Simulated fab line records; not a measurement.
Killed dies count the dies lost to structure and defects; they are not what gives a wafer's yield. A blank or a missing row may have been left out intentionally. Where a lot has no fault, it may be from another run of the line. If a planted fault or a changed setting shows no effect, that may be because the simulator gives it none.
What tool caused it? -- flow sky130 -- 12 lots, 36 wafers sampled, at 5 steps of a route of 708

## WHAT EACH GAUGE READ, for each wafer
SKY_VT_ADJUST_NCORE_CD_MEAS_07: the cd target is 380 nm.
lot,measured,on,cd_nm (nm)
L274,day 9 02:29,cd_sem-02,380.9 377.2 378.2
L276,day 9 19:44,cd_sem-02,379.7 380.3 381.8
L277,day 10 05:16,cd_sem-01,375.4 375.9 372.8
L279,day 10 12:53,cd_sem-01,379.0 377.3 375.1
L283,day 11 18:04,cd_sem-02,386.3 386.0 385.3
L284,day 11 23:11,cd_sem-01,382.3 382.0 382.9
L290,day 13 17:12,cd_sem-02,379.4 379.0 382.3
L292,day 14 02:56,cd_sem-02,378.8 381.2 379.3
L293,day 14 13:32,cd_sem-02,376.4 377.8 377.4
L294,day 14 18:07,cd_sem-01,384.3 382.1 383.7
L296,day 15 11:55,cd_sem-02,376.2 377.1 379.6
L297,day 15 23:13,cd_sem-01,382.7 380.8 382.4

SKY_VT_ADJUST_HVTR_CD_MEAS_07: the cd target is 380 nm.
lot,measured,on,cd_nm (nm)
L274,day 10 01:37,cd_sem-01,375.8 378.3 373.0
L276,day 10 19:25,cd_sem-01,377.4 378.3 380.1
L277,day 11 05:04,cd_sem-01,376.9 379.5 376.8
L279,day 11 11:56,cd_sem-02,385.5 384.6 381.3
L283,day 12 19:05,cd_sem-01,382.0 379.3 380.5
L284,day 13 00:40,cd_sem-02,377.6 377.4 376.9
L290,day 14 20:09,cd_sem-01,379.0 380.4 381.1
L292,day 15 06:06,cd_sem-02,380.1 380.6 379.4
L293,day 15 21:55,cd_sem-02,381.5 380.2 377.5
L294,day 15 22:55,cd_sem-02,380.8 378.1 377.7
L296,day 16 16:35,cd_sem-01,381.6 383.0 379.5
L297,day 17 03:56,cd_sem-01,379.4 375.8 380.5

SKY_VT_ADJUST_PCH_TW_MEAS_10.
lot,measured,on,VT_ADJUST_PCH_TW
L274,day 11 01:45,film_metro-02,146.2 146.5 147.4
L276,day 11 19:45,film_metro-02,146.3 146.3 146.2
L277,day 12 05:08,film_metro-01,141.5 141.7 141.7
L279,day 12 12:57,film_metro-01,141.4 141.8 141.9
L283,day 13 21:36,film_metro-01,141.8 142.0 141.8
L284,day 14 03:11,film_metro-02,146.4 145.7 144.7
L290,day 16 00:50,film_metro-02,146.0 145.8 146.1
L292,day 16 07:44,film_metro-02,131.9 131.1 131.5
L293,day 17 02:15,film_metro-02,129.8 130.4 129.6
L294,day 17 03:25,film_metro-04,143.3 142.3 143.0
L296,day 17 22:14,film_metro-02,144.7 144.8 144.6
L297,day 18 10:37,film_metro-02,144.8 144.9 145.4

## WHAT TOOL EACH LOT RAN ON (gives the tool, then ch and the chambers of the sampled wafers, and finally the start)
lot,SKY_NWELL_STRIP_25,SKY_VT_ADJUST_PCH_IMPLANT_08
L274,"plasma_asher-01 ch 0, day 5 13:33","implanter-01 ch 0, day 11 01:31"
L276,"plasma_asher-02 ch 0,1, day 6 04:26","implanter-02 ch 0, day 11 19:30"
L277,"plasma_asher-01 ch 0,1, day 6 11:21","implanter-01 ch 0, day 12 04:53"
L279,"plasma_asher-01 ch 0,1, day 6 19:44","implanter-03 ch 0, day 12 12:43"
L283,"plasma_asher-02 ch 0,1, day 7 21:00","implanter-03 ch 0, day 13 21:21"
L284,"plasma_asher-01 ch 0,1, day 8 03:00","implanter-02 ch 0, day 14 02:56"
L290,"plasma_asher-04 ch 0,1, day 9 17:01","implanter-02 ch 0, day 16 00:38"
L292,"plasma_asher-01 ch 0,1, day 10 00:26","implanter-01 ch 0, day 16 07:32"
L293,"plasma_asher-02 ch 0,1, day 10 09:12","implanter-01 ch 0, day 17 02:00"
L294,"plasma_asher-02 ch 0,1, day 10 13:44","implanter-03 ch 0, day 17 03:11"
L296,"plasma_asher-02 ch 0,1, day 11 04:03","implanter-03 ch 0, day 17 22:00"
L297,"plasma_asher-04 ch 0,1, day 11 10:14","implanter-02 ch 0, day 18 10:23"
- SKY_NWELL_STRIP_25: strips in O2/N2.
- SKY_VT_ADJUST_PCH_IMPLANT_08

## WHAT THE TOOLS THEMSELVES READ (means of the sampled wafers that have a number; where no wafer has one, the mark that the record gives instead)
SKY_NWELL_STRIP_25.
lot,tool,drypump_motor_current_A (A),n2_flow_sccm (sccm),oes_product_au (a.u.),strip_time_to_endpoint_s (s)
L274,plasma_asher-01,5.57,299.2,0.722,36.90
L276,plasma_asher-02,5.84,300.4,0.720,36.86
L277,plasma_asher-01,5.63,301.1,0.722,36.92
L279,plasma_asher-01,5.63,300.0,0.720,36.97
L283,plasma_asher-02,5.78,300.0,0.718,36.99
L284,plasma_asher-01,5.71,298.7,0.725,37.02
L290,plasma_asher-04,5.95,299.9,0.723,36.83
L292,plasma_asher-01,5.67,300.0,0.722,36.85
L293,plasma_asher-02,5.80,300.1,0.721,36.84
L294,plasma_asher-02,5.89,300.6,0.722,36.92
L296,plasma_asher-02,5.88,300.7,0.724,36.81
L297,plasma_asher-04,5.85,300.1,0.720,36.79

SKY_VT_ADJUST_PCH_IMPLANT_08.
lot,tool,dose_ions_cm2,faraday_current_uA
L274,implanter-01,4.997e+11,2.81
L276,implanter-02,4.998e+11,2.82
L277,implanter-01,4.999e+11,2.82
L279,implanter-03,5.008e+11,2.82
L283,implanter-03,5.004e+11,2.80
L284,implanter-02,5.002e+11,2.85
L290,implanter-02,5.002e+11,2.84
L292,implanter-01,3.274e+11,1.84
L293,implanter-01,3.268e+11,1.81
L294,implanter-03,5.003e+11,2.82
L296,implanter-03,5.001e+11,2.80
L297,implanter-02,5.000e+11,2.77

## THE ANSWER, worked out from the rows above alone
Rule: the usual values come from the lots themselves. Put in order of their means at a reading, lots are off if they are a third of the lots or fewer, leave a main group of 4 or more, and stand apart from it by a gap of 3 or more times the standard deviation of the main group's means; of several such gaps the widest counts. The tables above print the reading to a certain number of digits; a main group whose means all agree to those digits is not used. Also off: a lot with no number at a reading for which 4 or more lots have one. Where the step has rows for the other lots, those lots are counted as sound. After the gauges, taken in route order, come the tools' own readings; for these a lot's mean is taken, as printed above. The first step at which some lot is off is used, and at that step the reading that is off furthest; a lot without a number counts as furthest.
Off: L292, L293, seen at SKY_VT_ADJUST_PCH_TW_MEAS_10 (VT_ADJUST_PCH_TW). The main group: mean 144.2, standard deviation 1.9.
A tool fits if, at a process step before that reading, it ran every lot that is off, and no sound lot after the first of them. The gauges at SKY_VT_ADJUST_PCH_TW_MEAS_10 aren't tried: what is off there is off at SKY_VT_ADJUST_PCH_IMPLANT_08 too, on other tools, and a gauge's error can't cause that. One candidate fits, namely implanter-01 at SKY_VT_ADJUST_PCH_IMPLANT_08. Its last sound lot is L277 (day 12 04:53), its first lot that is off L292 (day 16 07:32): a fault that began between those two fits.
The tool's own readings at SKY_VT_ADJUST_PCH_IMPLANT_08 bear it out: on the lots that are off they differ by more than 5 times the standard deviation of the sound lots' means. dose_ions_cm2 reads 3.271e+11 there against 5.001e+11 on the sound lots; faraday_current_uA reads 1.83 there against 2.81 on the sound lots.

## WHAT WAS PUT IN BY THE SIMULATOR
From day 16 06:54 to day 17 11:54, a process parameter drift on implanter-01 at SKY_VT_ADJUST_PCH_IMPLANT_08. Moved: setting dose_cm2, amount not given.
Shown lots that were struck: L292, L293. The rule above found the same.
